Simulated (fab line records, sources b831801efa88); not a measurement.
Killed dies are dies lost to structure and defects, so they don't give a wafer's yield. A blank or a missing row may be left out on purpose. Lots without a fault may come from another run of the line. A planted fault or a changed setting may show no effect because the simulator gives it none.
Chamber matching | flow gf180mcu | GF_V4_CMP_04 on cmp-02: 4 sister chambers
The step polishes SiO2. 16 wafers are shown with their chamber, then 8 later ones without.

WAFERS WITH THEIR CHAMBER
wafer  | chamber | motor_current_A (A) | time_to_endpoint_s (s)
L922.2 | 3       | 12.7                | 79
L922.4 | 1       | 9.8                 | 87
L922.6 | 0       | 11.6                | 88
L923.2 | 0       | 11.7                | 80
L923.3 | 2       | 14.3                | 86
L923.5 | 0       | 11.1                | 90
L924.1 | 0       | 10.9                | 88
L924.3 | 3       | 13.5                | 77
L924.5 | 1       | 9.5                 | 96
L925.1 | 2       | 14.1                | 76
L925.5 | 1       | 9.8                 | 86
L925.6 | 2       | 14.1                | 84
L926.2 | 1       | 9.7                 | 79
L926.3 | 2       | 14.1                | 72
L926.5 | 2       | 14.4                | 78
L934.2 | 0       | 10.8                | 68

SIGNATURES (means of the wafers above)
reading            | chamber 0 | chamber 1 | chamber 2 | chamber 3 | scatter within a chamber
motor_current_A    | 11.220    | 9.700     | 14.200    | 13.100    | 0.307
time_to_endpoint_s | 82.80     | 87.00     | 79.20     | 78.00     | 7.15
Rule: a wafer's distance from a chamber is the root of the sum, over the readings, of the square of ((its reading less the chamber's mean) divided by the reading's scatter). The wafer belongs to the nearest chamber; if the next one is less than 2 further off, it can't be placed. The scatter: the root of (the sum of the squares of (reading less its chamber's mean) over the shown wafers, divided by (wafers less chambers)).

WAFERS WITHOUT THEIR CHAMBER
wafer  | motor_current_A (A) | time_to_endpoint_s (s)
L934.4 | 9.6                 | 81
L934.5 | 9.9                 | 75
L939.2 | 13.5                | 72
L939.4 | 13.7                | 77
L939.6 | 10.9                | 76
L945.1 | 11.2                | 73
L945.3 | 12.9                | 73
L945.4 | 13.8                | 85

WHICH CHAMBER EACH WENT THROUGH
wafer  | from the rows above     | in truth
L934.4 | 1                       | 1
L934.5 | 1                       | 1
L939.2 | can't be placed: 3 or 2 | 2
L939.4 | can't be placed: 2 or 3 | 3
L939.6 | 0                       | 0
L945.1 | 0                       | 0
L945.3 | 3                       | 3
L945.4 | can't be placed: 2 or 3 | 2
Placed correctly: 5 of 8. Can't be placed from these rows: 3 (the true chamber is among the candidates in 3). Placed wrongly: 0.
